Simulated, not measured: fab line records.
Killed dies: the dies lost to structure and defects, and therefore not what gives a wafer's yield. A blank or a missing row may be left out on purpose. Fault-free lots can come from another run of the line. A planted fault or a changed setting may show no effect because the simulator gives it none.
Problem report in the 8D (eight disciplines) form, filled by code || flow sky130 || the parts of the form that need people (team, actions taken, sign-off) are left out

1. PROBLEM STATEMENT
Wafers without a fault read 0.716 a.u. with a standard deviation of 0.0046, while oes-product-au at SKY_GATE_OXIDE_STRIP_13 averages 0.943 a.u. across 3 wafers of 1 lot. Measured from the usual mean, that is +49 standard deviations.
The step: strips in O2/N2.
First seen on wafer L210.1, day 16 11:38, on plasma-asher-02. The record has a number at this step for 39 wafers belonging to 13 lots. Rule for "out", or "out of limits": more than 4 standard deviations from the usual mean. All remaining wafers that have a number are taken as sound.

2. WHAT IT IS, WHAT IT ISN'T
{"question": "which readings at this step", "is": "oes-product-au", "is not": "drypump-motor-current-A"}
{"question": "which lots", "is": "L210", "is not": "L203, L205, L206, L208, L209, L212, L215, L220, L221, L222, L223, L224"}
{"question": "which wafers of those lots", "is": "all that have a number", "is not": "-"}
{"question": "read on which tools", "is": "plasma-asher-02", "is not": "plasma-asher-01, plasma-asher-04"}
{"question": "when", "is": "from day 16 11:38", "is not": "up to then (15 sound wafers); but 21 sound wafers of L212, L215, L220, L221, L222, L223, L224 came after"}

3. WHAT RULES OUT EACH SUSPECT
Counting: a tool at any process step up to the reading remains a suspect when it ran all the lots that are out and ran no sound lot after the first of those.
- plasma-asher-02 at SKY_GATE_OXIDE_STRIP_13 (strips in O2/N2): ruled out as a lasting fault. After its first lot that is out, L210 (day 16 11:38), sound lots L221 ran on it.
Left after counting: nothing in the record.

4. THE CAUSE (what the simulator had put in)
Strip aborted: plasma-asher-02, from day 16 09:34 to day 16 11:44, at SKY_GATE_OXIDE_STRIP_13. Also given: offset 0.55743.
Counting ruled it out, wrongly.

5. THE EFFECT CHAIN, in route order
Rows list readings where the struck wafers' mean (over those with a number) sits beyond 3 standard deviations from the usual. Only readings whose record carries a usual standard deviation are examined. hours: median over the lots of the time between each lot's start at the first step of this table that gives one and its start at this step. sigmas: the change, counted in usual standard deviations.
{"hours": 0, "step": "SKY_GATE_OXIDE_STRIP_13", "reading": "oes-product-au", "usual": "0.716 a.u.", "on struck wafers": 0.943, "change": "+0.227", "sigmas": "+49"}
{"hours": 758, "step": "SKY_PAD_OPEN_PROBE_99", "reading": "killed-at-front-end", "usual": 14, "on struck wafers": 421, "change": "+407", "sigmas": "+99 or more"}
{"hours": 758, "step": "SKY_PAD_OPEN_PROBE_99", "reading": "killed-dies", "usual": 85, "on struck wafers": 492, "change": "+407", "sigmas": "+47"}
{"hours": 758, "step": "SKY_PAD_OPEN_PROBE_99", "reading": "killed-on-rim", "usual": 16, "on struck wafers": 96, "change": "+80", "sigmas": "+20"}
Here are the process steps it includes:
- SKY_GATE_OXIDE_STRIP_13: strips in O2/N2.
- SKY_PAD_OPEN_PROBE_99
Readings that are blank on the struck wafers while sound wafers have them: strip-time-to-endpoint-s at SKY_GATE_OXIDE_STRIP_13.

6. WHAT WOULD HAVE CAUGHT IT SOONER
In this record no reading fell out of limits until day 16 11:38, 2 hours after the fault had begun at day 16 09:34.
